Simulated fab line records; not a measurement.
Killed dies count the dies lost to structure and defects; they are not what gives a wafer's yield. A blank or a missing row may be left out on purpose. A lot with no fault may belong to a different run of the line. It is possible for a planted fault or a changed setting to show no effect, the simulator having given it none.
Matching of chambers :: flow sky130 :: 3 sister chambers for SKY_LOCAL_INTERCONNECT_STRIP_16 on wet_bench-04
The step strips in post etch residue remover, time 1200 s. 6 wafers are shown with their chamber, then 8 later ones without.

== WAFERS PAIRED WITH THEIR CHAMBERS ==
wafer: L380.2
chamber: 2
bath_guard_temp_C (C): 71.1
bath_heat_duty_pct (%): 15.0

wafer: L380.4
chamber: 2
bath_guard_temp_C (C): 71.7
bath_heat_duty_pct (%): 13.8

wafer: L393.2
chamber: 3
bath_guard_temp_C (C): 72.1
bath_heat_duty_pct (%): 14.9

wafer: L393.3
chamber: 3
bath_guard_temp_C (C): 72.1
bath_heat_duty_pct (%): 14.7

wafer: L396.6
chamber: 0
bath_guard_temp_C (C): 71.5
bath_heat_duty_pct (%): 12.5

wafer: L395.1
chamber: 0
bath_guard_temp_C (C): 71.5
bath_heat_duty_pct (%): 13.9

== WAFERS MISSING THEIR CHAMBER ==
wafer: L395.2
bath_guard_temp_C (C): 71.5
bath_heat_duty_pct (%): 13.4

wafer: L395.6
bath_guard_temp_C (C): 71.5
bath_heat_duty_pct (%): 14.2

wafer: L400.2
bath_guard_temp_C (C): 72.1
bath_heat_duty_pct (%): 14.3

wafer: L400.5
bath_guard_temp_C (C): 72.0
bath_heat_duty_pct (%): 14.3

wafer: L400.6
bath_guard_temp_C (C): 71.7
bath_heat_duty_pct (%): 14.1

wafer: L401.2
bath_guard_temp_C (C): 72.0
bath_heat_duty_pct (%): 16.0

wafer: L401.3
bath_guard_temp_C (C): 72.2
bath_heat_duty_pct (%): 15.3

wafer: L401.4
bath_guard_temp_C (C): 72.4
bath_heat_duty_pct (%): 14.6

== WHICH CHAMBER EACH ONE RAN IN ==
wafer: L395.2
from the rows above: can't be placed: 0 or 2
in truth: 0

wafer: L395.6
from the rows above: can't be placed: 2 or 0
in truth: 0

wafer: L400.2
from the rows above: 3
in truth: 3

wafer: L400.5
from the rows above: can't be placed: 3 or 2 or 0
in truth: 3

wafer: L400.6
from the rows above: can't be placed: 2 or 0 or 3
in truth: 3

wafer: L401.2
from the rows above: can't be placed: 3 or 2
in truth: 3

wafer: L401.3
from the rows above: 3
in truth: 3

wafer: L401.4
from the rows above: 3
in truth: 3
Correctly placed: 3 of 8. Unplaceable from these rows: 5, with the true chamber sitting among the candidates in 5. Wrongly placed: 0.
How it was worked out, from the rows above alone: a wafer's distance from a chamber is the root of the sum, over the readings, of the square of ((its reading less the chamber's mean) divided by the reading's scatter). If the next closest chamber is less than 2 further off than the closest, the wafer can't be placed; otherwise it belongs to the closest. The mean given for a chamber averages the wafers shown for that chamber. The scatter: take each reading less its chamber's mean, square it, sum over the shown wafers, divide by the number of wafers less the number of chambers, and take the root.
